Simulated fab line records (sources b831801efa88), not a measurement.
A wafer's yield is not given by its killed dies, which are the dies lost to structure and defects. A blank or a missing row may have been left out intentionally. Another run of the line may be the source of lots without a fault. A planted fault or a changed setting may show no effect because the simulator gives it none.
2 desks looking at one fault -- flow sfq line -- only its own numbers are on each desk; what lay behind them is given at the end

== THE METROLOGY DESK ==
What the gauges read, lot by lot, whatever tool the lot ran on: means of the sampled wafers that have a number. Marked OUT: a lot whose mean sits more than 4 standard deviations from the usual mean, which makes it out of limits; the brackets give that distance.
Columns: A = M4_NB_RS at SFQ_M4_RS_MEAS_924, usual 0.890 ohm/sq; B = M4_OVL at SFQ_M4_OVL_MEAS_926, usual -4 nm; C = I4_BOW at SFQ_I4_BOW_MEAS_927, usual 5 um; D = I4_OVL at SFQ_I4_OVL_MEAS_928, usual 2 nm; E = JJ_NB_RS at SFQ_JJ_RS_MEAS_929, usual 1.048 ohm/sq; F = M8_BOW at SFQ_M8_BOW_MEAS_951, usual 11 um
lot,first seen here,A,B,C,D,E,F
L827,day 50 19:21,0.895,-8,0,2,1.067,7
L828,day 52 01:19,0.881,1,-1,-4,1.053,10
L842,day 57 18:10,0.896,-6,-2,-9,1.031,7
L843,day 58 01:23,0.896,1,4,-9,1.062,7
L848,day 58 20:41,0.896,-6,-16,-7,1.056,-7
L849,day 58 21:54,0.880,0,2,-0,1.045,8
This desk's finding: nothing out of limits on any of the 6 lots.

== THE TOOL OWNER'S DESK: rie metal-03 ==
The tool's own readings at SFQ_TRILAYER_M4_ETCH_METAL_ETCH_096 (etches Nb in Cl2/Ar, stops on SiO2, target depth 240 nm, time 120 s): means of the sampled wafers that have a number, for each lot that ran on this tool. Marked OUT: a lot whose mean sits more than 4 standard deviations from the usual mean, which makes it out of limits; the brackets give that distance.
Columns: A = drypump motor current A at SFQ_TRILAYER_M4_ETCH_METAL_ETCH_096, usual 6.0 A; B = oes product au at SFQ_TRILAYER_M4_ETCH_METAL_ETCH_096, usual 0.893 a.u.; C = rf fwd power W at SFQ_TRILAYER_M4_ETCH_METAL_ETCH_096, usual 597.0 W
lot,first seen here,A,B,C
L828,day 58 01:34,5.8,0.901,595.8
L842,day 63 00:56,6.0,0.804 (-14) OUT,599.1
L843,day 63 03:35,6.0,0.800 (-14) OUT,597.5
This desk's verdict: out of limits on L842, L843, starting with L842 at day 63 00:56 (oes product au at SFQ_TRILAYER_M4_ETCH_METAL_ETCH_096). Within limits: L828.

== TAKEN TOGETHER ==
At day 63 00:56, on L842, L843, the tool owner's desk was in a position to raise an alarm.
Metrology desk: nothing out of limits seen.
The metrology desk holds a record of L842, L843, inside its limits.
Every lot named ran SFQ_TRILAYER_M4_ETCH_METAL_ETCH_096 on rie metal-03.

== WHAT THE SIMULATOR HAD PUT IN ==
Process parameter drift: rie metal-03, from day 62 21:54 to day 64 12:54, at SFQ_TRILAYER_M4_ETCH_METAL_ETCH_096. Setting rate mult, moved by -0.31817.
Shown lots that were struck: L842, L843.
Hours from the fault's start to each desk's first reading out of limits: the tool owner's desk, 3.
